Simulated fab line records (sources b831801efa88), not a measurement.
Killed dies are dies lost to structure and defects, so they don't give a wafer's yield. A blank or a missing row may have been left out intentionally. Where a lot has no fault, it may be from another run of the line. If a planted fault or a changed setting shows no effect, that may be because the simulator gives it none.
Which tool was responsible? ; flow gf180mcu ; 18 wafers from 6 lots sampled at 3 of the route's 602 steps

== WHAT EACH GAUGE READ, for each wafer ==
GF_TOP_METAL_CD_MEAS_14 targets a cd of 440 nm.
lot;measured;on;cd nm (nm)
L555;day 28 17:22;cd sem-01;438.2 439.1 439.0
L559;day 29 21:22;cd sem-02;442.8 441.3 442.8
L561;day 30 12:14;cd sem-01;440.2 438.3 442.3
L568;day 32 16:11;cd sem-01;453.5 453.9 455.1
L570;day 33 05:32;cd sem-01;452.2 449.5 451.7
L575;day 34 04:37;cd sem-02;439.9 440.8 441.6

== WHAT TOOL EACH LOT RAN ON (gives the tool, then ch and the chambers of the sampled wafers, and finally the start) ==
lot;GF_TOP_METAL_SPUTTER_00;GF_TOP_METAL_EXPOSE_11
L555;pvd sputter-01, day 27 21:53;iline stepper-02 ch 0, day 28 07:59
L559;pvd sputter-03, day 29 02:19;iline stepper-01 ch 0, day 29 12:37
L561;pvd sputter-01, day 29 17:29;iline stepper-01 ch 0, day 30 02:55
L568;pvd sputter-03, day 31 23:47;iline stepper-01 ch 0, day 32 08:17
L570;pvd sputter-03, day 32 13:07;iline stepper-01 ch 0, day 32 21:38
L575;pvd sputter-04, day 33 12:43;iline stepper-02 ch 0, day 33 21:05
- GF_TOP_METAL_SPUTTER_00: material Ti, target thk 37.5 nm, time 150 s.
- GF_TOP_METAL_EXPOSE_11: exposes mask MetalTop, target cd 440 nm.

== THE ANSWER, worked out from the rows above alone ==
Rule: the usual values come from the lots themselves. Put in order of their means at a reading, lots are off if they are a third of the lots or fewer, leave a main group of 4 or more, and stand apart from it by a gap of 3 or more times the standard deviation of the main group's means; of several such gaps the widest counts. Not used: any main group whose means are identical at the precision the tables above print for the reading. A lot without any number at a reading at which 4 lots or more have one is off too. The other lots that the step has rows for count as sound.
Off: L568, L570, at GF_TOP_METAL_CD_MEAS_14 (cd nm). The main group: mean 440.5 nm, standard deviation 1.3.
A tool fits if, at a process step before that reading, it ran every lot that is off, and no sound lot after the first of them. Those tools and the gauges at GF_TOP_METAL_CD_MEAS_14 are tried in the same way. Can't be told from this: 3 tools fit, pvd sputter-03 at GF_TOP_METAL_SPUTTER_00, iline stepper-01 at GF_TOP_METAL_EXPOSE_11, cd sem-01 at GF_TOP_METAL_CD_MEAS_14.

== WHAT WAS PUT IN BY THE SIMULATOR ==
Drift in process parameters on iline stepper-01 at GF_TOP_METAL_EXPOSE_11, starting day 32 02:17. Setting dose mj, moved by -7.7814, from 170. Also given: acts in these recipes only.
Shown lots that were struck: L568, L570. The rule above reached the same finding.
